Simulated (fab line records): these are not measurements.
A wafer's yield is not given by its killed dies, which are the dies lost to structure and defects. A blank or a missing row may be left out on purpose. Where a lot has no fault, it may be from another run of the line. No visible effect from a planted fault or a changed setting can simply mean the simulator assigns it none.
fab line records	flow gf180mcu
[record] lots = 5	wafers = 23
route steps=602 shown PSD@254 NSD@262 SALICIDE@280 CONTACT@291 M1@324 V1@337
start_h: hours from the record's opening day to when the first of the lot's shown wafers began	wait_h: hours since the lot's step before	" same as the row above	L1.1+2: a single row standing in for several wafers	- no value, or no start was given	* or withheld: withheld	< > ~ a bound
route shown NAME@n: names a module that has steps shown in the file, with the first one's number in the route	usual: mean and standard deviation over wafers with no fault	same: alike in all rows	chamber/n: place in a boat	sites: each site's reading	_std_site: how widely they spread, as a standard deviation	_edge_site: inner sites' mean taken away from outer sites' mean	radius_mm: for every site, how far away it sits from the centre of the wafer	mask NAME#n: copy n	behind: the last tool/chamber to shape the wafer	hold: why the lot was held/for how many hours/how that ended	device: whichever transistor did not switch (one of n, p or np)	end of line: the route-end tests of the same wafers	a step without rows: its recipe alone	killed: not the wafer's yield, but the dies lost to structure and defects at the first sort	map: a wafer's dies, x killed, . not, _ none there
set.NAME: the setting as run; set.NAME@STEP: as run at that earlier step	model.NAME: the simulator's own value behind a step, which no gauge read
lots where settings were altered on purpose, with a table for each step and a row for each wafer
[[steps]]
[step GF_PSD_DEVELOP_06]
[recipe] develop_time_s = 60	dev_temp_c = 23
lot.wafer	tool	chamber	start_h	wait_h	set.dev_temp_c
L074.1+3	litho_track-02	0	309.78	0.1	25.96
L074.2+4+5	"	0	"	"	23
L078.1+3+6	litho_track-04	0	345.77	0.1	23
L078.4+5	"	0	"	"	24.3
L082.1+6	litho_track-04	0	377.47	0.1	21.21
L082.3+4+5	"	0	"	"	23
L084.1+4+6	litho_track-01	0	406.33	0.1	23
L084.3+5	"	0	"	"	25.38
L085.3+5+6	litho_track-02	0	407.88	0.1	23
[step GF_PSD_CD_MEAS_07]
[recipe] target_cd_nm = 400
[usual] cd_nm = 399.9/2.2
lot.wafer	tool	chamber	start_h	wait_h	set.dev_temp_c@PSD_DEVELOP_06	cd_nm
L074.1	cd_sem-01	-	309.93	0.1	25.96	388.6
L074.2	"	-	"	"	23	400.4
L074.3	"	-	"	"	25.96	389.3
L074.4	"	-	"	"	23	397.9
L074.5	"	-	"	"	23	398.9
L078.1	cd_sem-01	-	345.92	0.1	23	401.1
L078.3	"	-	"	"	23	400.1
L078.4	"	-	"	"	24.3	392.3
L078.5	"	-	"	"	24.3	396.5
L078.6	"	-	"	"	23	399.8
L082.1	cd_sem-01	-	377.62	0.1	21.21	404.5
L082.3	"	-	"	"	23	400.8
L082.4	"	-	"	"	23	402.2
L082.5	"	-	"	"	23	403.0
L082.6	"	-	"	"	21.21	408.7
L084.1	cd_sem-01	-	406.48	0.1	23	397.5
L084.3	"	-	"	"	25.38	387.4
L084.4	"	-	"	"	23	395.9
L084.5	"	-	"	"	25.38	388.8
L084.6	"	-	"	"	23	400.1
L085.3	cd_sem-01	-	408.02	0.1	23	400.0
L085.5	"	-	"	"	23	398.7
L085.6	"	-	"	"	23	398.3
[step GF_PSD_IMPLANT_09]
[recipe] species = BF2	energy_kev = 40	dose_cm2 = 1.5e+15	tilt_deg = 7
[step GF_PSD_STRIP_10]
[recipe] chemistry = O2/N2	power_w = 1400	pressure_mtorr = 1500	platen_temp_c = 250	o2_flow_sccm = 3000	n2_flow_sccm = 300	overash_fraction = 0.5
[usual] strip_time_to_endpoint_s = 16.52/0.034
lot.wafer	tool	chamber	start_h	wait_h	set.spin_rpm@PSD_COAT_02	strip_time_to_endpoint_s
L074.1	plasma_asher-02	1	310.23	0.1	3000	16.54
L074.2	"	0	"	"	3000	16.54
L074.3	"	1	"	"	3000	16.50
L074.4	"	0	"	"	3000	16.50
L074.5	"	1	"	"	3000	16.55
L078.1	plasma_asher-04	1	346.22	0.1	3000	16.56
L078.3	"	0	"	"	2790	16.97
L078.4	"	1	"	"	2790	16.98
L078.5	"	0	"	"	3000	16.51
L078.6	"	1	"	"	3000	16.54
L082.1	plasma_asher-02	0	377.92	0.1	3000	16.54
L082.3	"	0	"	"	3000	16.59
L082.4	"	1	"	"	3177	16.21
L082.5	"	1	"	"	3177	16.24
L082.6	"	0	"	"	3177	16.25
L084.1	plasma_asher-01	0	406.78	0.1	3133	16.23
L084.3	"	0	"	"	3000	16.48
L084.4	"	1	"	"	3000	16.47
L084.5	"	1	"	"	3000	16.46
L084.6	"	0	"	"	3133	16.22
L085.3	plasma_asher-02	1	408.32	0.1	3000	16.54
L085.5	"	1	"	"	3000	16.54
L085.6	"	0	"	"	3000	16.48
[step GF_PSD_CLEAN_12]
[recipe] chemistry = SC1/SC2	mix = 1:4:20	temp_c = 70	time_s = 150	dry = n2_spin
[step GF_PSD_RTA_13]
[recipe] temp_c = 1025	time_s = 20	ambient = N2
[step GF_PSD_RS_MEAS_14]
[recipe] thk_meas_gauge = four-point-probe
[usual] NSD_RS = 46.13/0.096
lot.wafer	tool	chamber	start_h	wait_h	set.dose_cm2@NSD_IMPLANT_09	NSD_RS[ohm/sq]
L074.1	film_metro-03	-	310.53	0.1	3.582e+15	46.64
L074.2	"	-	"	"	3.582e+15	46.70
L074.3	"	-	"	"	3.582e+15	46.83
L074.4	"	-	"	"	4e+15	46.14
L074.5	"	-	"	"	4e+15	46.16
L078.1	film_metro-03	-	346.52	0.1	4e+15	46.26
L078.3	"	-	"	"	4e+15	46.18
L078.4	"	-	"	"	4e+15	46.28
L078.5	"	-	"	"	3.737e+15	46.62
L078.6	"	-	"	"	3.737e+15	46.56
L082.1	film_metro-01	-	378.22	0.1	4.553e+15	45.52
L082.3	"	-	"	"	4e+15	46.20
L082.4	"	-	"	"	4.553e+15	45.56
L082.5	"	-	"	"	4e+15	46.15
L082.6	"	-	"	"	4.553e+15	45.54
L084.1	film_metro-04	-	407.08	0.1	4e+15	45.98
L084.3	"	-	"	"	4e+15	46.20
L084.4	"	-	"	"	3.592e+15	46.69
L084.5	"	-	"	"	3.592e+15	46.81
L084.6	"	-	"	"	4e+15	46.10
L085.3	film_metro-01	-	408.62	0.1	4e+15	46.21
L085.5	"	-	"	"	4e+15	46.27
L085.6	"	-	"	"	4e+15	46.19
[step GF_SALICIDE_SPUTTER_02]
[recipe] material = Co	target_thk_nm = 10	power_w = 1000	time_s = 20	chamber_pressure_pa = 0.4
lot.wafer	tool	chamber	start_h	wait_h	set.time_s	model.Co_of_SALICIDE_SPUTTER_02.thk_nm
L074.1	pvd_sputter-02	-	331.81	0.0	21.83	10.73
L074.2	"	-	"	"	20	10.01
L074.3	"	-	"	"	20	9.906
L074.4	"	-	"	"	21.83	10.94
L074.5	"	-	"	"	20	9.971
L078.1	pvd_sputter-01	-	368.12	0.0	18.87	9.602
L078.3	"	-	"	"	20	10
L078.4	"	-	"	"	18.87	9.559
L078.5	"	-	"	"	20	10.15
L078.6	"	-	"	"	20	10.08
L082.1	pvd_sputter-02	-	400.36	0.0	20	10.05
L082.3	"	-	"	"	22.86	11.37
L082.4	"	-	"	"	20	9.923
L082.5	"	-	"	"	22.86	11.44
L082.6	"	-	"	"	22.86	11.41
L084.1	pvd_sputter-02	-	431.11	0.0	20	10.09
L084.3	"	-	"	"	20	10
L084.4	"	-	"	"	17.59	8.884
L084.5	"	-	"	"	17.59	8.835
L084.6	"	-	"	"	17.59	8.812
L085.3	pvd_sputter-04	-	433.45	0.0	20	9.95
L085.5	"	-	"	"	20	9.988
L085.6	"	-	"	"	20	9.871
[step GF_SALICIDE_SPUTTER_03]
[recipe] material = TiN	target_thk_nm = 20	power_w = 6500	time_s = 17.46	chamber_pressure_pa = 0.4
[step GF_SALICIDE_RS_MEAS_04]
[recipe] thk_meas_gauge = four-point-probe	reads = TiN_of_SALICIDE_SPUTTER_03+Co_of_SALICIDE_SPUTTER_02
[usual] SALICIDE_TIN_RS = 16.02/0.21
lot.wafer	tool	chamber	start_h	wait_h	set.time_s@SALICIDE_SPUTTER_02	SALICIDE_TIN_RS[ohm/sq]
L074.1	film_metro-01	-	331.87	0.0	21.83	15.01
L074.2	"	-	"	"	20	16.00
L074.3	"	-	"	"	20	16.30
L074.4	"	-	"	"	21.83	14.73
L074.5	"	-	"	"	20	16.14
L078.1	film_metro-02	-	368.18	0.0	18.87	16.90
L078.3	"	-	"	"	20	16.07
L078.4	"	-	"	"	18.87	16.86
L078.5	"	-	"	"	20	15.85
L078.6	"	-	"	"	20	15.92
L082.1	film_metro-02	-	400.42	0.0	20	15.89
L082.3	"	-	"	"	22.86	14.24
L082.4	"	-	"	"	20	16.20
L082.5	"	-	"	"	22.86	14.12
L082.6	"	-	"	"	22.86	14.15
L084.1	film_metro-01	-	431.16	0.0	20	15.84
L084.3	"	-	"	"	20	16.00
L084.4	"	-	"	"	17.59	18.02
L084.5	"	-	"	"	17.59	18.14
L084.6	"	-	"	"	17.59	18.24
L085.3	film_metro-04	-	433.55	0.1	20	16.10
L085.5	"	-	"	"	20	16.07
L085.6	"	-	"	"	20	16.18
[step GF_CONTACT_CMP_04]
[recipe] material = SiO2	down_force_psi = 4	platen_rpm = 60	pad_velocity_m_s = 0.94248
lot.wafer	tool	chamber	start_h	wait_h	set.leave_above_ref_nm	model.SiO2_of_CONTACT_CVD_02.thk_nm
L074.3	cmp-02	0	332.57	0.0	560	558.4
L074.2	"	1	"	"	592.1	591.7
L074.1	"	2	"	"	592.1	592.3
L074.4	"	3	"	"	560	557.8
L074.5	"	1	"	"	560	560.1
L078.1	cmp-01	2	368.93	0.1	560	558.7
L078.4	"	3	"	"	560	559.7
L078.3	"	0	"	"	560	558.9
L078.5	"	1	"	"	560	559.4
L078.6	"	2	"	"	560	558.2
L082.1	cmp-01	3	401.23	0.1	560	560.4
L082.3	"	0	"	"	542	541.6
L082.4	"	2	"	"	560	559.7
L082.6	"	3	"	"	542	541.3
L082.5	"	0	"	"	560	560.9
L084.4	cmp-01	3	431.87	0.0	531.9	532.5
L084.3	"	0	"	"	560	559.8
L084.1	"	2	"	"	531.9	531.6
L084.6	"	3	"	"	560	558.9
L084.5	"	0	"	"	531.9	532.3
L085.3	cmp-01	1	434.21	0.0	560	559.4
L085.5	"	1	"	"	560	560.5
L085.6	"	2	"	"	560	559.1
[step GF_CONTACT_PEB_12]
[recipe] peb_temp_c = 135	peb_time_s = 90	resist = KrF
lot.wafer	tool	chamber	start_h	wait_h	set.peb_time_s
L074.1+2+5	litho_track-04	0	-	-	97.13
L074.3+4	"	0	"	"	90
L078.1+3+4+5+6	litho_track-04	0	-	-	90
L082.1+3+4+5+6	litho_track-04	0	-	-	90
L084.1+5	litho_track-04	0	-	-	90
L084.3+4+6	"	0	"	"	97.88
L085.3+5+6	litho_track-01	0	-	-	90
[step GF_CONTACT_DEVELOP_13]
[recipe] develop_time_s = 60	resist = KrF	dev_temp_c = 21
[step GF_CONTACT_ETCH_16]
[recipe] chemistry = N2/H2	target_depth_a = withheld	overetch_a = withheld	time_s = withheld	target = BARC	ion_energy_ev = 200	source_w = 500	bias_w = 100	pressure_mtorr = 30	n2_flow_sccm = 100	h2_flow_sccm = 200
[step GF_CONTACT_ETCH_17]
[recipe] chemistry = C4F8/O2/Ar	mask_material = KrF	target = SiO2	stop_on = CoSi2	source_w = 1500	bias_w = 1200	pressure_mtorr = 40	c4f8_flow_sccm = withheld	O2_flow_sccm = 6	Ar_flow_sccm = 300	time_s = withheld	target_depth_a = 8600
lot.wafer	tool	chamber	start_h	wait_h	set.leave_above_ref_nm@CONTACT_CMP_04	model.CONTACT.feature_depth_nm
L074.1	rie_diel-01	2	-	-	592.1	897.1
L074.2	"	0	"	"	592.1	894.3
L074.3	"	3	"	"	560	860.2
L074.4	"	3	"	"	560	860.1
L074.5	"	2	"	"	560	861.4
L078.1	rie_diel-04	1	-	-	560	853.6
L078.3+6	"	3,1	"	"	560	855.8
L078.4	"	0	"	"	560	855.1
L078.5	"	2	"	"	560	854.7
L082.1	rie_diel-01	3	-	-	560	862.7
L082.3	"	0	"	"	542	843.7
L082.4	"	0	"	"	560	860.5
L082.5	"	2	"	"	560	864.1
L082.6	"	3	"	"	542	841.9
L084.1	rie_diel-04	0	-	-	531.9	833
L084.3	"	3	"	"	560	864.9
L084.4	"	0	"	"	531.9	833.5
L084.5	"	3	"	"	531.9	830.9
L084.6	"	2	"	"	560	857.3
L085.3	rie_diel-04	2	-	-	560	864.2
L085.5	"	0	"	"	560	864.4
L085.6	"	3	"	"	560	862.1
[step GF_M1_COAT_09]
[recipe] resist = KrF	spin_rpm = withheld	resist_thk_nm = 1000
lot.wafer	tool	chamber	start_h	wait_h	set.resist_thk_nm	model.KrF_of_M1_COAT_09.thk_nm
L074.1	litho_track-02	0	366.43	0.1	1000	1000
L074.2	"	0	"	"	1000	1001
L074.3	"	0	"	"	942	939.9
L074.4	"	0	"	"	1000	997.8
L074.5	"	0	"	"	942	940.3
L078.1	litho_track-02	0	402.88	0.1	1000	999.7
L078.3	"	0	"	"	1000	998.8
L078.4	"	0	"	"	1000	999.8
L078.5	"	0	"	"	1000	998.5
L078.6	"	0	"	"	1000	997.7
L082.1	litho_track-02	0	437.98	0.1	1031	1033
L082.3	"	0	"	"	1000	996.6
L082.4	"	0	"	"	1000	997.4
L082.5	"	0	"	"	1031	1031
L082.6	"	0	"	"	1000	1000
L084.1	litho_track-03	0	470.41	0.1	1000	998.4
L084.3	"	0	"	"	1038	1042
L084.4	"	0	"	"	1038	1038
L084.5	"	0	"	"	1000	1001
L084.6	"	0	"	"	1000	999.7
L085.3	litho_track-02	0	472.98	0.1	1000	993.4
L085.5	"	0	"	"	1000	993.9
L085.6	"	0	"	"	1000	995.1
[step GF_M1_PEB_12]
[recipe] peb_temp_c = 135	peb_time_s = 90	resist = KrF
lot.wafer	tool	chamber	start_h	wait_h	set.peb_time_s
L074.1+2+3+4+5	litho_track-01	0	-	-	90
L078.1+4+5	litho_track-01	0	-	-	90
L078.3+6	"	0	"	"	86.16
L082.1+3+5	litho_track-03	0	-	-	99.41
L082.4+6	"	0	"	"	90
L084.1+6	litho_track-02	0	-	-	90
L084.3+4+5	"	0	"	"	101.5
L085.3+5+6	litho_track-03	0	-	-	90
[step GF_M1_DEVELOP_13]
[recipe] develop_time_s = 60	dev_temp_c = 21
[step GF_M1_METAL_ETCH_16]
[recipe] chemistry = Cl2/BCl3	mask_material = KrF	target_depth_nm = 627.5	stop_on = SiO2	pressure_mtorr = 8	icp_w = 800	bias_w = 140	Cl2_flow_sccm = 80	bcl3_flow_sccm = 40	time_s = 104.6
[step GF_M1_STRIP_17]
[recipe] chemistry = O2/N2	power_w = 1400	pressure_mtorr = 1500	platen_temp_c = 250	o2_flow_sccm = 3000	n2_flow_sccm = 300	overash_fraction = 0.5
[usual] oes_product_au = 0.557/0.0055	strip_time_to_endpoint_s = 7.87/0.046
lot.wafer	tool	chamber	start_h	wait_h	set.resist_thk_nm@M1_COAT_09	oes_product_au	strip_time_to_endpoint_s
L074.1	plasma_asher-04	1	377.69	0.1	1000	0.560	7.86
L074.2	"	0	"	"	1000	0.551	7.84
L074.3	"	0	"	"	942	0.534	7.23
L074.4	"	1	"	"	1000	0.551	7.87
L074.5	"	0	"	"	942	0.527	7.27
L078.1	plasma_asher-04	0	415.59	0.1	1000	0.564	7.91
L078.3	"	0	"	"	1000	0.557	7.88
L078.4	"	1	"	"	1000	0.555	7.93
L078.5	"	0	"	"	1000	0.554	7.87
L078.6	"	1	"	"	1000	0.563	7.90
L082.1	plasma_asher-03	1	450.63	0.1	1031	0.564	8.19
L082.3	"	1	"	"	1000	0.549	7.87
L082.4	"	0	"	"	1000	0.555	7.85
L082.5	"	1	"	"	1031	0.563	8.14
L082.6	"	0	"	"	1000	0.554	7.88
L084.1	plasma_asher-04	1	482.56	0.2	1000	0.552	7.83
L084.3	"	0	"	"	1038	0.566	8.26
L084.4	"	1	"	"	1038	0.580	8.22
L084.5	"	0	"	"	1000	0.553	7.83
L084.6	"	1	"	"	1000	0.562	7.87
L085.3	plasma_asher-02	1	484.81	0.1	1000	0.547	7.77
L085.5	"	0	"	"	1000	0.548	7.83
L085.6	"	1	"	"	1000	0.556	7.81
[step GF_V1_CVD_02]
[recipe] material = SiO2	target_thk_nm = 850	precursor = TEOS	temp_c = 400	time_s = 94.851	rf_w = 600
lot.wafer	tool	chamber	start_h	wait_h	set.time_s	model.SiO2_of_V1_CVD_02.thk_nm
L074.1	pecvd-02	0	378.36	0.1	87.46	772.2
L074.2	"	1	"	"	94.851	848.1
L074.3	"	2	"	"	87.46	775.9
L074.4	"	2	"	"	94.851	862
L074.5	"	0	"	"	87.46	797
L078.1	pecvd-01	1	416.26	0.1	94.851	834
L078.3	"	2	"	"	102.9	909.6
L078.4	"	2	"	"	102.9	925.8
L078.5	"	1	"	"	94.851	857.5
L078.6	"	0	"	"	94.851	846.9
L082.1	pecvd-01	2	451.39	0.1	94.851	849.1
L082.3	"	0	"	"	104.3	923.4
L082.4	"	0	"	"	94.851	861.4
L082.5	"	1	"	"	104.3	936.1
L082.6	"	2	"	"	94.851	856
L084.1	pecvd-04	0	483.22	0.1	87.6	775.3
L084.3	"	1	"	"	94.851	836.6
L084.4	"	2	"	"	87.6	790.8
L084.5	"	0	"	"	87.6	793.9
L084.6	"	1	"	"	94.851	856.7
L085.3	pecvd-01	2	485.44	0.0	94.851	860.1
L085.5	"	0	"	"	94.851	865.7
L085.6	"	2	"	"	94.851	870.7
[step GF_V1_THK_MEAS_03]
[recipe] reads = SiO2_of_V1_CVD_02
[usual] V1_CVD_02_THK = 852/11
lot.wafer	tool	chamber	start_h	wait_h	set.time_s@V1_CVD_02	V1_CVD_02_THK[nm]
L074.1	film_metro-04	-	378.43	0.0	87.46	772
L074.2	"	-	"	"	94.851	848
L074.3	"	-	"	"	87.46	776
L074.4	"	-	"	"	94.851	863
L074.5	"	-	"	"	87.46	797
L078.1	film_metro-02	-	416.33	0.0	94.851	833
L078.3	"	-	"	"	102.9	909
L078.4	"	-	"	"	102.9	926
L078.5	"	-	"	"	94.851	857
L078.6	"	-	"	"	94.851	847
L082.1	film_metro-03	-	451.46	0.0	94.851	850
L082.3	"	-	"	"	104.3	924
L082.4	"	-	"	"	94.851	861
L082.5	"	-	"	"	104.3	936
L082.6	"	-	"	"	94.851	856
L084.1	film_metro-04	-	483.29	0.0	87.6	776
L084.3	"	-	"	"	94.851	837
L084.4	"	-	"	"	87.6	791
L084.5	"	-	"	"	87.6	794
L084.6	"	-	"	"	94.851	857
L085.3	film_metro-02	-	485.53	0.1	94.851	860
L085.5	"	-	"	"	94.851	865
L085.6	"	-	"	"	94.851	871
[step GF_V1_CMP_04]
[recipe] material = SiO2	down_force_psi = 4	platen_rpm = 60	pad_velocity_m_s = 0.94248
[usual] time_to_endpoint_s = 82/5.4
lot.wafer	tool	chamber	start_h	wait_h	set.time_s@V1_CVD_02	time_to_endpoint_s
L074.3	cmp-01	1	378.49	0.0	87.46	49
L074.1	"	2	"	"	87.46	51
L074.2	"	3	"	"	94.851	78
L074.4	"	0	"	"	94.851	83
L074.5	"	2	"	"	87.46	60
L078.4	cmp-02	0	416.44	0.1	102.9	106
L078.1	"	1	"	"	94.851	76
L078.3	"	2	"	"	102.9	102
L078.6	"	3	"	"	94.851	76
L078.5	"	0	"	"	94.851	83
L082.1	cmp-01	3	451.57	0.1	94.851	81
L082.4	"	0	"	"	94.851	86
L082.3	"	1	"	"	104.3	112
L082.5	"	2	"	"	104.3	112
L082.6	"	3	"	"	94.851	88
L084.1	cmp-01	1	483.35	0.1	87.6	51
L084.4	"	2	"	"	87.6	58
L084.3	"	0	"	"	94.851	76
L084.6	"	1	"	"	94.851	81
L084.5	"	2	"	"	87.6	59
L085.3	cmp-01	0	485.57	0.0	94.851	86
L085.6	"	0	"	"	94.851	91
L085.5	"	1	"	"	94.851	86
[[key]]
[split] step = GF_PSD_DEVELOP_06	setting = dev_temp_c	stated = 23	by = wafer
[response] step = GF_PSD_CD_MEAS_07	reading = cd_nm	change = -0.822	per = 1%	r = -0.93
[split] step = GF_SALICIDE_SPUTTER_02	setting = time_s	stated = 20	by = wafer
[response] step = GF_SALICIDE_SPUTTER_02	reading = model.Co_of_SALICIDE_SPUTTER_02.thk_nm	change = +0.098	per = 1%	r = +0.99
[response] step = GF_SALICIDE_RS_MEAS_04	reading = SALICIDE_TIN_RS	change = -0.151	per = 1%	r = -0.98
[split] step = GF_CONTACT_CMP_04	setting = leave_above_ref_nm	stated = 560	by = wafer
[response] step = GF_CONTACT_CMP_04	reading = model.SiO2_of_CONTACT_CVD_02.thk_nm	change = +5.67	per = 1%	r = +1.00
[response] step = GF_CONTACT_ETCH_17	reading = model.CONTACT.feature_depth_nm	change = +5.97	per = 1%	r = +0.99
[split] step = GF_CONTACT_PEB_12	setting = peb_time_s	stated = 90	by = wafer
response none clear
[split] step = GF_M1_COAT_09	setting = resist_thk_nm	stated = 1000	by = wafer
[response] step = GF_M1_COAT_09	reading = model.KrF_of_M1_COAT_09.thk_nm	change = +10.5	per = 1%	r = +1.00
[response] step = GF_M1_STRIP_17	reading = oes_product_au	change = +0.00411	per = 1%	r = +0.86
[response] step = GF_M1_STRIP_17	reading = strip_time_to_endpoint_s	change = *	per = 1%	r = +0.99
[split] step = GF_M1_PEB_12	setting = peb_time_s	stated = 90	by = wafer
response none clear
[split] step = GF_V1_CVD_02	setting = time_s	stated = 94.851	by = wafer
[response] step = GF_V1_CVD_02	reading = model.SiO2_of_V1_CVD_02.thk_nm	change = +8.18	per = 1%	r = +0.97
[response] step = GF_V1_THK_MEAS_03	reading = V1_CVD_02_THK	change = +8.19	per = 1%	r = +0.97
[response] step = GF_V1_CMP_04	reading = time_to_endpoint_s	change = *	per = 1%	r = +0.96
split outside_this_file step=GF_NSD_IMPLANT_09 setting=dose_cm2
split outside_this_file step=GF_PSD_COAT_02 setting=spin_rpm
// split outside_this_file: this setting was split too, and the file shows its column; the key of that split is in another file
